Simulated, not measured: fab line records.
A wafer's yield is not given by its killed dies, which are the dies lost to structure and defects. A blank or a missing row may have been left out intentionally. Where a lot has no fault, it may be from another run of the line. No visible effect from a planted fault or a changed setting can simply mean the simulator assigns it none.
fab line records	flow sfq-line
record: lots: 14	wafers: 42	last-day: 91
route steps=325 shown M0@29
lots that met no fault: taken from a fault-free run of the same line
start-h: hours from the record's opening day to when the first of the lot's shown wafers began	wait-h: hours from the lot's prior step to this one	" the same as in the row above	L1.1+2: one row covering several wafers at once	- no value, or no start given	* or withheld: withheld	< > ~ a bound
route shown NAME@n: a module of which the file shows steps, and the number in the route of the first	usual: mean and standard deviation over wafers with no fault	same: alike in all rows	chamber/n: place in a boat	sites: readings site by site	_std_site: standard deviation of those values	_edge_site: outer sites' mean less inner sites'	radius-mm: how far each site lies from the wafer's centre	mask NAME#n: copy n	behind: the most recent tool/chamber to have shaped the wafer	hold: the reason the lot was held/the length of the hold in hours/how it ended	device: names the non-switching transistor (n, p or np)	end of line: tests of these same wafers at the route's end	where a step has no rows: the recipe by itself	killed: not the wafer's yield, but the dies lost to structure and defects at the first sort	map: per-die view of a wafer (x killed, . not killed, _ where there is no die)
set.NAME: the setting that was run; set.NAME@STEP: the one run at that earlier step	model.NAME: the simulator's own value behind a step, which no gauge read
the route's steps for a sample of lots (tables are steps, rows are wafers)
services: from which hour (start-h, from the record's first day; less than 0 if before it) a tool's chamber was out of use, for how many hours, and why
== steps ==
step: SFQ_TRILAYER_M0_DEP_SPUTTER_019
recipe: material: Nb	base-pressure-pa: 1.33e-06	chamber-pressure-pa: 0.1333	substrate-temp-c: 20	resputter-cathode-voltage-v: 400	target-thk-nm: 200	power-w: 2000	time-s: 133.3
usual: throttle-valve-pct: 30.0/0.84
lot.wafer	tool	chamber	start-h	wait-h	throttle-valve-pct
L556.4	pvd-sputter-04	-	145.24	0.0	31.6
L556.5	"	-	"	"	31.2
L556.6	"	-	"	"	29.6
L557.1	pvd-sputter-06	-	151.24	0.0	28.9
L557.4	"	-	"	"	30.8
L557.6	"	-	"	"	29.0
L558.4	pvd-sputter-05	-	154.84	0.0	29.1
L558.5	"	-	"	"	29.3
L558.6	"	-	"	"	30.1
L559.1	pvd-sputter-04	-	162.04	0.0	31.8
L559.2	"	-	"	"	31.2
L559.4	"	-	"	"	29.4
L561.1	pvd-sputter-06	-	178.32	0.0	30.3
L561.2	"	-	"	"	30.6
L561.3	"	-	"	"	30.2
L563.1	pvd-sputter-05	-	192.72	0.0	29.2
L563.4	"	-	"	"	29.5
L563.5	"	-	"	"	29.6
L566.3	pvd-sputter-04	-	205.92	0.0	31.9
L566.4	"	-	"	"	31.2
L566.5	"	-	"	"	30.8
L570.1	pvd-sputter-04	-	215.53	0.0	29.6
L570.5	"	-	"	"	31.3
L570.6	"	-	"	"	31.8
L572.3	pvd-sputter-05	-	257.52	0.0	29.7
L572.4	"	-	"	"	29.2
L572.5	"	-	"	"	28.8
L573.2	pvd-sputter-06	-	267.12	0.0	30.1
L573.4	"	-	"	"	30.4
L573.6	"	-	"	"	30.3
L575.1	pvd-sputter-05	-	283.92	0.0	29.1
L575.5	"	-	"	"	29.4
L575.6	"	-	"	"	29.9
L576.1	pvd-sputter-04	-	289.92	0.0	31.7
L576.4	"	-	"	"	29.3
L576.6	"	-	"	"	31.8
L577.1	pvd-sputter-05	-	299.52	0.0	29.6
L577.5	"	-	"	"	29.9
L577.6	"	-	"	"	29.5
L579.2	pvd-sputter-06	-	322.11	0.0	30.2
L579.4	"	-	"	"	30.2
L579.5	"	-	"	"	30.5
step: SFQ_M0_RS_MEAS_904
recipe: thk-meas-gauge: four-point-probe	reads: Nb_of_TRILAYER_M0_DEP_SPUTTER_019
usual: M0_NB_RS: 0.888/0.0088
lot.wafer	tool	chamber	start-h	wait-h	hold	M0_NB_RS[ohm/sq]
L556.4	film-metro-04	-	145.39	0.1	-	0.885
L556.5	"	-	"	"	-	0.893
L556.6	"	-	"	"	-	0.892
L557.1	film-metro-03	-	151.33	0.0	-	0.891
L557.4	"	-	"	"	-	0.885
L557.6	"	-	"	"	-	0.888
L558.4	film-metro-03	-	154.99	0.1	-	0.889
L558.5	"	-	"	"	-	0.889
L558.6	"	-	"	"	-	0.886
L559.1	film-metro-03	-	162.13	0.0	-	0.894
L559.2	"	-	"	"	-	0.889
L559.4	"	-	"	"	-	0.883
L561.1	film-metro-01	-	178.41	0.0	-	0.884
L561.2	"	-	"	"	-	0.883
L561.3	"	-	"	"	-	0.876
L563.1	film-metro-01	-	192.81	0.0	-	0.886
L563.4	"	-	"	"	-	0.890
L563.5	"	-	"	"	-	0.887
L566.3	film-metro-01	-	206.05	0.1	await-dispo/0.2h/release	0.880
L566.4	"	-	"	"	await-dispo/0.2h/release	0.888
L566.5	"	-	"	"	await-dispo/0.2h/release	1.209
L566.3	film-metro-01	-	206.33	0.3	-	0.882
L566.4	"	-	"	"	-	0.887
L566.5	"	-	"	"	-	1.209
L570.1	film-metro-03	-	215.62	0.0	await-dispo/0.2h/release	1.221
L570.5	"	-	"	"	await-dispo/0.2h/release	1.240
L570.6	"	-	"	"	await-dispo/0.2h/release	0.891
L570.1	film-metro-03	-	215.91	0.3	-	1.220
L570.5	"	-	"	"	-	1.238
L570.6	"	-	"	"	-	0.888
L572.3	film-metro-03	-	257.65	0.1	-	0.886
L572.4	"	-	"	"	-	0.881
L572.5	"	-	"	"	-	0.885
L573.2	film-metro-04	-	267.23	0.1	-	0.891
L573.4	"	-	"	"	-	0.883
L573.6	"	-	"	"	-	0.883
L575.1	film-metro-04	-	284.01	0.0	-	0.894
L575.5	"	-	"	"	-	0.895
L575.6	"	-	"	"	-	0.893
L576.1	film-metro-03	-	290.01	0.0	-	0.887
L576.4	"	-	"	"	-	0.885
L576.6	"	-	"	"	-	0.879
L577.1	film-metro-01	-	299.61	0.0	-	0.891
L577.5	"	-	"	"	-	0.897
L577.6	"	-	"	"	-	0.887
L579.2	film-metro-03	-	322.22	0.1	-	0.902
L579.4	"	-	"	"	-	0.892
L579.5	"	-	"	"	-	0.895
step: SFQ_TRILAYER_M0_ETCH_METAL_ETCH_024
recipe: target: Nb	stop-on: SiO2	mask-material: PR	chemistry: Cl2/Ar	target-depth-nm: 240	icp-w: 600	bias-w: 80	pressure-mtorr: 10	time-s: 120
usual: drypump-motor-current-A: 6.1/0.41	he-backside-leak-sccm: 3.3/0.32	oes-product-au: 0.895/0.0068
lot.wafer	tool	chamber	start-h	wait-h	drypump-motor-current-A	he-backside-leak-sccm	oes-product-au	rf-hours-counter-h
L556.4	rie-metal-01	1	239.93	0.1	5.6	3.5	0.892	-
L556.5	"	0	"	"	5.4	3.2	0.891	-
L556.6	"	1	"	"	5.6	3.5	0.894	-
L557.1	rie-metal-03	1	249.49	0.0	6.1	3.1	0.892	8
L557.4	"	0	"	"	6.4	3.2	0.894	-
L557.6	"	0	"	"	6.4	3.2	0.895	-
L558.4	rie-metal-03	0	254.33	0.1	6.4	3.2	0.891	-
L558.5	"	0	"	"	6.4	3.2	0.894	-
L558.6	"	1	"	"	6.1	3.1	0.891	-
L559.1	rie-metal-04	1	263.89	0.0	6.7	3.7	0.897	137
L559.2	"	0	"	"	6.4	3.6	0.892	130
L559.4	"	0	"	"	6.4	3.4	0.892	-
L561.1	rie-metal-03	1	286.69	0.0	6.1	3.0	0.895	14
L561.2	"	0	"	"	6.4	3.1	0.903	28
L561.3	"	1	"	"	6.1	3.0	0.900	-
L563.1	rie-metal-03	0	303.49	0.0	6.4	3.1	0.890	31
L563.4	"	1	"	"	6.1	3.0	0.891	-
L563.5	"	1	"	"	6.1	3.2	0.896	-
L566.3	rie-metal-04	0	316.52	0.1	6.4	3.8	0.903	-
L566.4	"	1	"	"	6.7	3.5	0.900	-
L566.5	"	1	"	"	6.7	3.6	0.758	-
L570.1	rie-metal-01	1	328.48	0.0	5.6	3.9	0.754	42
L570.5	"	0	"	"	5.4	3.2	0.758	-
L570.6	"	1	"	"	5.6	3.7	0.890	-
L572.3	rie-metal-03	0	374.12	0.1	6.4	3.2	0.893	-
L572.4	"	1	"	"	6.1	3.1	0.903	-
L572.5	"	1	"	"	6.0	3.2	0.902	-
L573.2	rie-metal-03	1	387.28	0.0	6.1	2.9	0.883	27
L573.4	"	1	"	"	6.1	3.0	0.896	-
L573.6	"	0	"	"	6.4	3.1	0.890	-
L575.1	rie-metal-01	0	406.48	0.0	5.4	3.6	0.896	141
L575.5	"	1	"	"	5.6	3.7	0.888	-
L575.6	"	0	"	"	5.4	3.5	0.897	-
L576.1	rie-metal-01	1	416.21	0.0	5.6	3.8	0.899	52
L576.4	"	0	"	"	5.4	3.3	0.900	-
L576.6	"	0	"	"	5.4	3.4	0.893	-
L577.1	rie-metal-01	0	429.41	0.0	5.4	3.4	0.899	144
L577.5	"	0	"	"	5.4	3.6	0.892	-
L577.6	"	1	"	"	5.6	3.7	0.896	-
L579.2	rie-metal-04	1	458.50	0.0	6.6	3.4	0.896	0
L579.4	"	0	"	"	6.5	3.8	0.897	-
L579.5	"	0	"	"	6.4	3.6	0.897	-
== services ==
tool	chamber	start-h	hours	kind
rie-metal-04	-	121.53	1.4	pm
rie-metal-03	-	140.86	2.8	pm
rie-metal-04	0	148.24	13.7	repair
rie-metal-03	1	172.18	-	clean
rie-metal-03	1	172.18	34.4	scheduled-down
rie-metal-03	1	172.18	34.4	vent-cycle
rie-metal-04	1	179.79	14.2	repair
pvd-sputter-04	1	183.99	-	consumable-replace:kit
pvd-sputter-04	1	183.99	18.0	scheduled-down
pvd-sputter-04	1	183.99	18.0	vent-cycle
rie-metal-03	-	189.08	0.1	repair
pvd-sputter-04	-	213.00	2.1	repair
rie-metal-01	0	219.21	2.0	repair
rie-metal-01	-	247.81	2.8	pm
pvd-sputter-06	2	267.68	-	consumable-replace:kit
pvd-sputter-06	2	267.68	18.0	scheduled-down
pvd-sputter-06	2	267.68	18.0	vent-cycle
pvd-sputter-06	-	293.14	1.7	repair
rie-metal-04	0	294.62	6.7	repair
rie-metal-03	-	363.98	0.9	repair
rie-metal-04	1	434.90	-	clean
rie-metal-04	1	434.90	23.5	scheduled-down
rie-metal-04	1	434.90	23.5	vent-cycle
== key ==
first-sign: step: SFQ_M0_RS_MEAS_904	reading: visit	direction: added
effect: step: SFQ_M0_RS_MEAS_904	reading: M0_NB_RS	direction: up	sigmas: 38	usual: 0.888	struck: 1.223
effect: step: SFQ_TRILAYER_M0_ETCH_METAL_ETCH_024	reading: oes-product-au	direction: down	sigmas: 20	usual: 0.895	struck: 0.757
met-at SFQ_TRILAYER_M0_DEP_SPUTTER_019
struck-lots L566,L570
struck-wafers L566.5,L570.1,L570.5
onset-between 162.04 205.92
fault: kind: process-parameter-drift	tool: pvd-sputter-04	chamber: -	onset-h: 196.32	steps: SFQ_TRILAYER_M0_DEP_SPUTTER_019	channel: target-thk-nm	offset: -53.896	shape: step	end-h: 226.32	scope: struck-wafers-only	acts-in: these-recipes-only	stated: 200
